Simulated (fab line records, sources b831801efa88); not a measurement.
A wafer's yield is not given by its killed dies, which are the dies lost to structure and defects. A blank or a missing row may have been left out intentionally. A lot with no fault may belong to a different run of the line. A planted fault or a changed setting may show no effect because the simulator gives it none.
fab line records | flow sfq-line
record lots=14 | wafers=42 | last-day=92
route steps=325 shown I4@166 R5@225 C5@245 I6@268
lots untouched by any fault: they come from a run of this same line in which no faults occurred
start-h: hours from the record's opening day to when the first of the lot's shown wafers began | wait-h: time in hours since the lot's previous step | " identical to the entry in the row above | L1.1+2: several wafers, shown together as one row | - either no value or no given start | * or withheld: withheld | < > ~ a bound
route shown NAME@n: names a module that has steps shown in the file, with the first one's number in the route | usual: mean/standard deviation of fault-free wafers | same: alike in all rows | chamber/n: place in a boat | sites: per-site readings | _std_site: standard deviation of those values | _edge_site: outer sites' mean less inner sites' | radius-mm: for every site, how far away it sits from the centre of the wafer | mask NAME#n: copy n | behind: the tool/chamber that last shaped the wafer | hold: what put the lot on hold/how long, in hours/how the hold closed | device: the transistor (n, p or np) that didn't switch | end of line: the tests these same wafers got at the end of their route | for a step that has no rows: nothing shown but its recipe | killed: dies lost to structure and defects at the first sort, not the wafer's yield | map: per-die view of a wafer (x killed, . not killed, _ where there is no die)
set.NAME: the setting as run; set.NAME@STEP: as run at that earlier step | model.NAME: the simulator's own value behind a step, which no gauge read
one table for each step of the route and one row for each wafer, over a sample of lots
services: from which hour (start-h, from the record's first day; less than 0 if before it) a tool's chamber was out of use, for how many hours, and why
## steps
# step SFQ_TRILAYER_I4_METRO_MEASURE_101
# usual thk-nm=200.0/1.3
lot.wafer | tool          | chamber | start-h | wait-h | thk-nm
L977.1    | film-metro-01 | -       | 1177.39 | 0.1    | 198.9
L977.3    | "             | -       | "       | "      | 197.9
L977.4    | "             | -       | "       | "      | 199.8
L978.1    | film-metro-04 | -       | 1178.30 | 0.1    | 200.3
L978.4    | "             | -       | "       | "      | 198.8
L978.5    | "             | -       | "       | "      | 199.8
L980.1    | film-metro-03 | -       | 1283.61 | 0.1    | 201.5
L980.2    | "             | -       | "       | "      | 198.7
L980.4    | "             | -       | "       | "      | 200.2
L981.3    | film-metro-01 | -       | 1296.01 | 0.5    | 199.3
L981.4    | "             | -       | "       | "      | 200.3
L981.6    | "             | -       | "       | "      | 200.3
L989.2    | film-metro-04 | -       | 1353.62 | 0.3    | 202.4
L989.5    | "             | -       | "       | "      | 200.3
L989.6    | "             | -       | "       | "      | 199.7
L990.1    | film-metro-01 | -       | 1354.02 | 0.1    | 200.5
L990.2    | "             | -       | "       | "      | 201.9
L990.5    | "             | -       | "       | "      | 200.3
L991.1    | film-metro-01 | -       | 1365.42 | 0.1    | 202.6
L991.3    | "             | -       | "       | "      | 199.9
L991.4    | "             | -       | "       | "      | 199.9
L993.1    | film-metro-04 | -       | 1372.02 | 0.1    | 198.5
L993.2    | "             | -       | "       | "      | 198.0
L993.6    | "             | -       | "       | "      | 199.1
L994.1    | film-metro-01 | -       | 1384.02 | 0.1    | 199.8
L994.2    | "             | -       | "       | "      | 200.8
L994.6    | "             | -       | "       | "      | 201.6
L995.1    | film-metro-04 | -       | 1431.26 | 0.1    | 201.9
L995.2    | "             | -       | "       | "      | 200.7
L995.5    | "             | -       | "       | "      | 201.8
L997.1    | film-metro-04 | -       | 1447.46 | 0.1    | 197.2
L997.4    | "             | -       | "       | "      | 200.2
L997.5    | "             | -       | "       | "      | 197.0
L998.2    | film-metro-03 | -       | 1459.06 | 0.3    | 198.6
L998.4    | "             | -       | "       | "      | 200.1
L998.6    | "             | -       | "       | "      | 200.7
L999.1    | film-metro-04 | -       | 1467.26 | 0.1    | 199.6
L999.5    | "             | -       | "       | "      | 198.5
L999.6    | "             | -       | "       | "      | 199.6
L100.1    | film-metro-04 | -       | 1472.19 | 0.1    | 200.0
L100.5    | "             | -       | "       | "      | 199.5
L100.6    | "             | -       | "       | "      | 198.6
# step SFQ_TRILAYER_R5_ETCH_METAL_ETCH_139
# recipe stop-on=SiO2 | mask-material=PR | chemistry=Cl2 | target-depth-nm=60 | icp-w=600 | bias-w=80 | pressure-mtorr=10 | time-s=40
# usual drypump-motor-current-A=5.7/0.37 | oes-product-au=0.990/0.0064
lot.wafer | tool         | chamber | start-h | wait-h | drypump-motor-current-A | oes-product-au | rf-hours-counter-h
L977.1    | rie-metal-02 | 0       | 1423.57 | 0.0    | 5.1                     | 0.985          | 7
L977.3    | "            | 0       | "       | "      | 5.1                     | 0.987          | -
L977.4    | "            | 1       | "       | "      | 5.4                     | 0.990          | -
L978.1    | rie-metal-04 | 0       | 1514.89 | 0.0    | 5.8                     | 1.000          | 64
L978.4    | "            | 0       | "       | "      | 5.8                     | 1.005          | -
L978.5    | "            | 0       | "       | "      | 5.8                     | 0.993          | -
L980.1    | rie-metal-02 | 1       | 1517.45 | 0.0    | 5.3                     | 0.992          | 141
L980.2    | "            | 0       | "       | "      | 5.1                     | 0.979          | 18
L980.4    | "            | 1       | "       | "      | 5.4                     | 0.986          | -
L981.3    | rie-metal-04 | 1       | 1518.64 | 0.0    | 6.0                     | 0.986          | -
L981.4    | "            | 0       | "       | "      | 5.8                     | 0.993          | -
L981.6    | "            | 0       | "       | "      | 5.8                     | 0.990          | -
L989.2    | rie-metal-01 | 0       | 1754.74 | 0.0    | 6.1                     | 0.992          | 72
L989.5    | "            | 1       | "       | "      | 6.0                     | 0.988          | -
L989.6    | "            | 0       | "       | "      | 6.1                     | 0.996          | -
L990.1    | rie-metal-01 | 1       | 1759.54 | 0.0    | 6.0                     | 0.989          | 1
L990.2    | "            | 0       | "       | "      | 6.1                     | 0.992          | 73
L990.5    | "            | 1       | "       | "      | 6.0                     | 0.983          | -
L991.1    | rie-metal-02 | 0       | 1789.54 | 0.0    | 5.1                     | 0.984          | 57
L991.3    | "            | 0       | "       | "      | 5.1                     | 0.988          | -
L991.4    | "            | 1       | "       | "      | 5.4                     | 0.981          | -
L993.1    | rie-metal-04 | 0       | 1808.84 | 0.0    | 5.8                     | 1.000          | 112
L993.2    | "            | 1       | "       | "      | 6.0                     | 0.999          | 103
L993.6    | "            | 1       | "       | "      | 6.0                     | 1.000          | -
L994.1    | rie-metal-04 | 0       | 1819.64 | 0.0    | 5.8                     | 1.008          | 113
L994.2    | "            | 1       | "       | "      | 6.0                     | 0.990          | 103
L994.6    | "            | 0       | "       | "      | 5.8                     | 0.997          | -
L995.1    | rie-metal-04 | 0       | 1831.64 | 0.0    | 5.8                     | 0.994          | 113
L995.2    | "            | 1       | "       | "      | 6.0                     | 0.992          | 104
L995.5    | "            | 0       | "       | "      | 5.8                     | 0.992          | -
L997.1    | rie-metal-01 | 1       | 1860.64 | 0.0    | 6.0                     | 1.001          | 15
L997.4    | "            | 1       | "       | "      | 6.0                     | 0.998          | -
L997.5    | "            | 1       | "       | "      | 6.0                     | 0.993          | -
L998.2    | rie-metal-04 | 0       | 1878.77 | 0.0    | 5.8                     | 0.987          | 116
L998.4    | "            | 1       | "       | "      | 6.0                     | 0.989          | -
L998.6    | "            | 1       | "       | "      | 6.0                     | 0.981          | -
L999.1    | rie-metal-01 | 0       | 1888.49 | 0.0    | 6.1                     | 0.994          | 90
L999.5    | "            | 1       | "       | "      | 6.0                     | 0.997          | -
L999.6    | "            | 0       | "       | "      | 6.1                     | 0.986          | -
L100.1    | rie-metal-01 | 0       | 1890.89 | 0.0    | 6.1                     | 0.994          | 91
L100.5    | "            | 0       | "       | "      | 6.1                     | 0.988          | -
L100.6    | "            | 1       | "       | "      | 5.9                     | 0.994          | -
# step SFQ_TRILAYER_C5_LITHO_DEVELOP_153
# recipe time-s=60 | resist=KrF
# usual chill-plate-temp-C=23.03/0.12 | exhaust-pa=44.9/0.86
lot.wafer | tool           | chamber | start-h | wait-h | chill-plate-temp-C | exhaust-pa
L977.1    | litho-track-01 | 0       | 1629.40 | 0.1    | 22.94              | 42.8
L977.3    | "              | 0       | "       | "      | 22.94              | 44.4
L977.4    | "              | 0       | "       | "      | 22.98              | 45.0
L978.1    | litho-track-03 | 0       | 1642.44 | 0.1    | 22.96              | 45.5
L978.4    | "              | 0       | "       | "      | 22.99              | 44.4
L978.5    | "              | 0       | "       | "      | 22.79              | 45.4
L980.1    | litho-track-04 | -       | 1709.77 | 0.1    | -                  | -
L980.2    | "              | -       | "       | "      | -                  | -
L980.4    | "              | -       | "       | "      | -                  | -
L981.3    | litho-track-03 | -       | 1711.02 | 0.1    | -                  | -
L981.4    | "              | -       | "       | "      | -                  | -
L981.6    | "              | -       | "       | "      | -                  | -
L989.2    | litho-track-04 | 0       | 1839.94 | 0.1    | 23.16              | 45.6
L989.5    | "              | 0       | "       | "      | 23.27              | 45.3
L989.6    | "              | 0       | "       | "      | 23.13              | 44.6
L990.1    | litho-track-04 | 0       | 1846.69 | 0.1    | 23.08              | 44.0
L990.2    | "              | 0       | "       | "      | 23.03              | 45.4
L990.5    | "              | 0       | "       | "      | 22.87              | 43.8
L991.1    | litho-track-03 | 0       | 1857.49 | 0.1    | 23.02              | 46.2
L991.3    | "              | 0       | "       | "      | 22.99              | 44.6
L991.4    | "              | 0       | "       | "      | 23.01              | 43.6
L993.1    | litho-track-03 | 0       | 1871.10 | 0.1    | 23.28              | 44.0
L993.2    | "              | 0       | "       | "      | 23.16              | 45.6
L993.6    | "              | 0       | "       | "      | 23.10              | 44.8
L994.1    | litho-track-01 | 0       | 1905.63 | 0.1    | 23.17              | 45.9
L994.2    | "              | 0       | "       | "      | 23.18              | 44.1
L994.6    | "              | 0       | "       | "      | 23.17              | 45.6
L995.1    | litho-track-04 | 0       | 1920.26 | 0.1    | 22.89              | 45.5
L995.2    | "              | 0       | "       | "      | 22.86              | 45.2
L995.5    | "              | 0       | "       | "      | 22.92              | 46.2
L997.1    | litho-track-03 | 0       | 2019.87 | 0.1    | 23.18              | 43.4
L997.4    | "              | 0       | "       | "      | 23.19              | 44.0
L997.5    | "              | 0       | "       | "      | 23.09              | 43.3
L998.2    | litho-track-03 | 0       | 2030.82 | 0.1    | 23.06              | 46.6
L998.4    | "              | 0       | "       | "      | 23.05              | 46.1
L998.6    | "              | 0       | "       | "      | 23.01              | 44.4
L999.1    | litho-track-01 | 0       | 2036.92 | 0.1    | 23.22              | 44.6
L999.5    | "              | 0       | "       | "      | 23.00              | 45.7
L999.6    | "              | 0       | "       | "      | 23.03              | 45.1
L100.1    | litho-track-04 | 0       | 2045.32 | 0.1    | 22.82              | 45.2
L100.5    | "              | 0       | "       | "      | 23.01              | 44.4
L100.6    | "              | 0       | "       | "      | 23.12              | 46.1
# step SFQ_I6_BOW_MEAS_941
# recipe mode=bow
# usual I6_BOW=8/9.8
lot.wafer | tool          | chamber | start-h | wait-h | I6_BOW[um]
L977.1    | film-metro-02 | -       | 1685.15 | 1.5    | 2
L977.3    | "             | -       | "       | "      | -1
L977.4    | "             | -       | "       | "      | 10
L978.1    | film-metro-01 | -       | 1687.56 | 2.5    | 0
L978.4    | "             | -       | "       | "      | -2
L978.5    | "             | -       | "       | "      | -2
L980.1    | film-metro-03 | -       | 1717.99 | 1.0    | -1
L980.2    | "             | -       | "       | "      | 18
L980.4    | "             | -       | "       | "      | 17
L981.3    | film-metro-02 | -       | 1719.23 | 2.0    | 22
L981.4    | "             | -       | "       | "      | 10
L981.6    | "             | -       | "       | "      | 22
L989.2    | film-metro-01 | -       | 1852.56 | 1.5    | 22
L989.5    | "             | -       | "       | "      | 18
L989.6    | "             | -       | "       | "      | 26
L990.1    | film-metro-01 | -       | 1939.14 | 2.7    | 0
L990.2    | "             | -       | "       | "      | 14
L990.5    | "             | -       | "       | "      | 3
L991.1    | film-metro-03 | -       | 1942.75 | 1.1    | 11
L991.3    | "             | -       | "       | "      | 28
L991.4    | "             | -       | "       | "      | 15
L993.1    | film-metro-01 | -       | 1954.95 | 2.5    | 35
L993.2    | "             | -       | "       | "      | 29
L993.6    | "             | -       | "       | "      | 19
L994.1    | film-metro-02 | -       | 1988.90 | 1.5    | 10
L994.2    | "             | -       | "       | "      | 16
L994.6    | "             | -       | "       | "      | 10
L995.1    | film-metro-03 | -       | 2008.49 | 2.0    | -10
L995.2    | "             | -       | "       | "      | 7
L995.5    | "             | -       | "       | "      | -2
L997.1    | film-metro-02 | -       | 2027.54 | 1.0    | 18
L997.4    | "             | -       | "       | "      | 14
L997.5    | "             | -       | "       | "      | 20
L998.2    | film-metro-03 | -       | 2038.61 | 2.5    | -3
L998.4    | "             | -       | "       | "      | 10
L998.6    | "             | -       | "       | "      | 9
L999.1    | film-metro-01 | -       | 2044.72 | 2.5    | 24
L999.5    | "             | -       | "       | "      | 18
L999.6    | "             | -       | "       | "      | 12
L100.1    | film-metro-01 | -       | 2053.56 | 1.5    | 11
L100.5    | "             | -       | "       | "      | 2
L100.6    | "             | -       | "       | "      | 0
## services
tool          | chamber | start-h | hours | kind
film-metro-01 | -       | 1153.50 | 4.1   | pm
rie-metal-01  | 1       | 1155.53 | 27.8  | repair
rie-metal-01  | -       | 1204.07 | 2.8   | pm
rie-metal-01  | -       | 1234.22 | 14.6  | pm
film-metro-01 | -       | 1241.81 | 0.3   | pm
film-metro-04 | -       | 1255.14 | 0.2   | pm
film-metro-04 | -       | 1303.92 | 5.7   | pm
rie-metal-04  | -       | 1340.67 | 2.8   | pm
film-metro-04 | -       | 1358.10 | 0.7   | pm
film-metro-04 | -       | 1361.28 | 0.3   | pm
film-metro-04 | -       | 1389.01 | 0.7   | pm
film-metro-04 | -       | 1500.14 | 1.1   | pm
film-metro-04 | -       | 1603.10 | 0.7   | pm
rie-metal-04  | 1       | 1621.07 | 14.7  | repair
film-metro-04 | -       | 1634.01 | 1.5   | pm
film-metro-04 | -       | 1694.86 | 7.5   | repair
rie-metal-04  | 1       | 1743.25 | 4.9   | repair
film-metro-04 | -       | 1745.14 | 0.8   | pm
film-metro-04 | -       | 1848.10 | 0.6   | pm
film-metro-04 | -       | 1879.01 | 1.2   | pm
rie-metal-04  | -       | 1971.61 | 28.1  | pm
film-metro-04 | -       | 1990.14 | 1.4   | pm
film-metro-04 | -       | 2003.17 | 1.3   | pm
rie-metal-04  | -       | 2029.30 | 0.3   | repair
## key
first-sign step=SFQ_TRILAYER_C5_LITHO_DEVELOP_153 | reading=tool-record | direction=missing
effect none on later readings
met-at SFQ_TRILAYER_C5_LITHO_DEVELOP_153
struck-lots L980,L981
not-acting-at SFQ_TRILAYER_I4_METRO_MEASURE_101,SFQ_TRILAYER_R5_ETCH_METAL_ETCH_139,SFQ_I6_BOW_MEAS_941
onset-between 1642.44 1709.77
fault kind=skipped-step-whole | tool=litho-track-03,litho-track-04 | chamber=- | onset-h=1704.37 | steps=SFQ_TRILAYER_C5_LITHO_DEVELOP_153 | scope=struck-lots-only
